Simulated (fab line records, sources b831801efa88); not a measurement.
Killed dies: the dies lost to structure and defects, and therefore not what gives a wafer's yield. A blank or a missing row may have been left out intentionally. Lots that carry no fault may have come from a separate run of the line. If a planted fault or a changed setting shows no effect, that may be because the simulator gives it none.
Which tool was responsible? / flow sky130 / 33 wafers from 11 lots sampled at 3 of the route's 708 steps

== WHAT THE GAUGES READ, wafer by wafer ==
SKY_LDD_P_CD_MEAS_07 targets a cd of 380 nm.
lot=L581; measured=day 18 15:26; on=cdSem-01; cdNm (nm)=380.2 378.3 379.5
lot=L582; measured=day 19 07:19; on=cdSem-02; cdNm (nm)=381.4 380.9 381.8
lot=L584; measured=day 21 17:25; on=cdSem-01; cdNm (nm)=381.1 380.6 380.5
lot=L587; measured=day 22 06:24; on=cdSem-02; cdNm (nm)=378.0 377.1 379.4
lot=L591; measured=day 22 13:52; on=cdSem-02; cdNm (nm)=378.4 353.7 353.4
lot=L593; measured=day 23 14:23; on=cdSem-02; cdNm (nm)=356.2 356.5 355.7
lot=L599; measured=day 25 03:44; on=cdSem-02; cdNm (nm)=375.9 377.8 379.4
lot=L600; measured=day 26 03:01; on=cdSem-02; cdNm (nm)=379.2 379.3 378.3
lot=L601; measured=day 26 09:29; on=cdSem-01; cdNm (nm)=375.6 379.4 378.0
lot=L602; measured=day 26 13:02; on=cdSem-01; cdNm (nm)=380.6 377.5 380.1
lot=L603; measured=day 26 12:57; on=cdSem-02; cdNm (nm)=381.2 382.6 384.6

== EACH LOT AND THE TOOL THAT RAN IT (in order: tool; ch and the chambers of the sampled wafers; start) ==
lot=L581; SKY_POLY_GATE_ETCH_15=rieDiel-03 ch 0,1, day 16 02:20; SKY_LDD_P_COAT_02=lithoTrack-01 ch 0, day 18 00:35
lot=L582; SKY_POLY_GATE_ETCH_15=rieDiel-03 ch 0,2,3, day 16 17:47; SKY_LDD_P_COAT_02=lithoTrack-03 ch 0, day 18 16:01
lot=L584; SKY_POLY_GATE_ETCH_15=rieDiel-03 ch 0,2,3, day 18 23:35; SKY_LDD_P_COAT_02=lithoTrack-01 ch 0, day 21 01:48
lot=L587; SKY_POLY_GATE_ETCH_15=rieDiel-04 ch 0,1,3, day 19 00:13; SKY_LDD_P_COAT_02=lithoTrack-04 ch 0, day 21 01:55
lot=L591; SKY_POLY_GATE_ETCH_15=rieDiel-01 ch 0,1,3, day 19 23:29; SKY_LDD_P_COAT_02=lithoTrack-01 ch 0, day 21 22:33
lot=L593; SKY_POLY_GATE_ETCH_15=rieDiel-03 ch 0,3, day 20 11:14; SKY_LDD_P_COAT_02=lithoTrack-01 ch 0, day 22 19:29
lot=L599; SKY_POLY_GATE_ETCH_15=rieDiel-03 ch 0,3, day 22 13:58; SKY_LDD_P_COAT_02=lithoTrack-03 ch 0, day 24 14:32
lot=L600; SKY_POLY_GATE_ETCH_15=rieDiel-04 ch 0,3, day 23 14:41; SKY_LDD_P_COAT_02=lithoTrack-01 ch 0, day 25 10:46
lot=L601; SKY_POLY_GATE_ETCH_15=rieDiel-01 ch 0,1,3, day 23 20:23; SKY_LDD_P_COAT_02=lithoTrack-03 ch 0, day 25 20:08
lot=L602; SKY_POLY_GATE_ETCH_15=rieDiel-01 ch 0,2, day 23 22:55; SKY_LDD_P_COAT_02=lithoTrack-01 ch 0, day 25 23:17
lot=L603; SKY_POLY_GATE_ETCH_15=rieDiel-04 ch 0,1,2, day 23 22:41; SKY_LDD_P_COAT_02=lithoTrack-03 ch 0, day 25 23:10
- SKY_POLY_GATE_ETCH_15: etches BARC in N2/H2, stops on SiO2, time 118.5 s, target depth 110 nm.
- SKY_LDD_P_COAT_02: resist thk 1140 nm.

== THE ANSWER, worked out from the rows above alone ==
Rule: the usual values come from the lots themselves. The widest of any qualifying gaps counts: lots, ordered by their means at a reading, are off when they make up no more than a third of the lots, leave a main group of 4 or more, and stand apart from it by 3 or more times the standard deviation of that group's means. A main group whose means are all the same, to the digits that the tables above print for the reading, isn't used. A lot without any number at a reading at which 4 lots or more have one is off too. The other lots that the step has rows for count as sound.
Off, at SKY_LDD_P_CD_MEAS_07 on cdNm: L591, L593. The main group has a mean of 379.6 nm with a standard deviation of 1.7.
A tool fits if, at a process step before that reading, it ran every lot that is off, and no sound lot after the first of them. Gauges at SKY_LDD_P_CD_MEAS_07: tried the same way as those tools. Of those tried, none fits.

== WHAT THE SIMULATOR PUT IN ==
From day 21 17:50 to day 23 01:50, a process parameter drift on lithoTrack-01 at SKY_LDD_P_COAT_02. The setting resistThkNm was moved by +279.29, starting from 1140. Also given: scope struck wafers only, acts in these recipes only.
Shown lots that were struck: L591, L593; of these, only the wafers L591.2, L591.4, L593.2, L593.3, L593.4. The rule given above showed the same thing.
